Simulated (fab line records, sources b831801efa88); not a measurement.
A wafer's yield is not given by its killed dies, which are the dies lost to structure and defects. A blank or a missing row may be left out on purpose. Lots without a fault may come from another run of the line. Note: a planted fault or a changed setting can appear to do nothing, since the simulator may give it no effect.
Matching of chambers -- flow sky130 -- cmp-01 running SKY_VIA1_CMP_02: 4 sister chambers
The step polishes SiO2. 8 wafers are shown with their chamber, then 9 later ones without.

WAFERS, EACH WITH ITS CHAMBER
wafer,chamber,motor_current_A (A)
L450.4,1,13.0
L450.6,1,12.5
L452.3,2,13.7
L452.5,3,13.3
L452.6,0,15.1
L454.1,0,15.2
L454.3,2,13.6
L454.5,3,13.4

WAFERS MISSING THEIR CHAMBER
wafer,motor_current_A (A)
L456.1,15.2
L456.2,13.1
L456.4,12.7
L460.2,15.3
L460.5,14.8
L460.6,12.9
L468.1,12.8
L468.4,12.9
L468.5,12.7

THE CHAMBER EACH PASSED THROUGH
wafer,from the rows above,in truth
L456.1,0,0
L456.2,can't be placed: 3 or 1 or 2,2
L456.4,1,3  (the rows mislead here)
L460.2,0,0
L460.5,0,0
L460.6,can't be placed: 1 or 3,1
L468.1,1,1
L468.4,can't be placed: 1 or 3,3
L468.5,1,1
Placed correctly: 5 of 9. Cannot be placed on the basis of these rows: 3; the candidates contain the true chamber in 3. Placed wrongly: 1.
How it was worked out, from the rows above alone: a wafer's distance from a chamber is the root of the sum, over the readings, of the square of ((its reading less the chamber's mean) divided by the reading's scatter). The wafer belongs to the nearest chamber; if the next one is less than 2 further off, it can't be placed. Each chamber's mean is taken over the wafers shown for it. The scatter: the root of (the sum of the squares of (reading less its chamber's mean) over the shown wafers, divided by (wafers less chambers)).
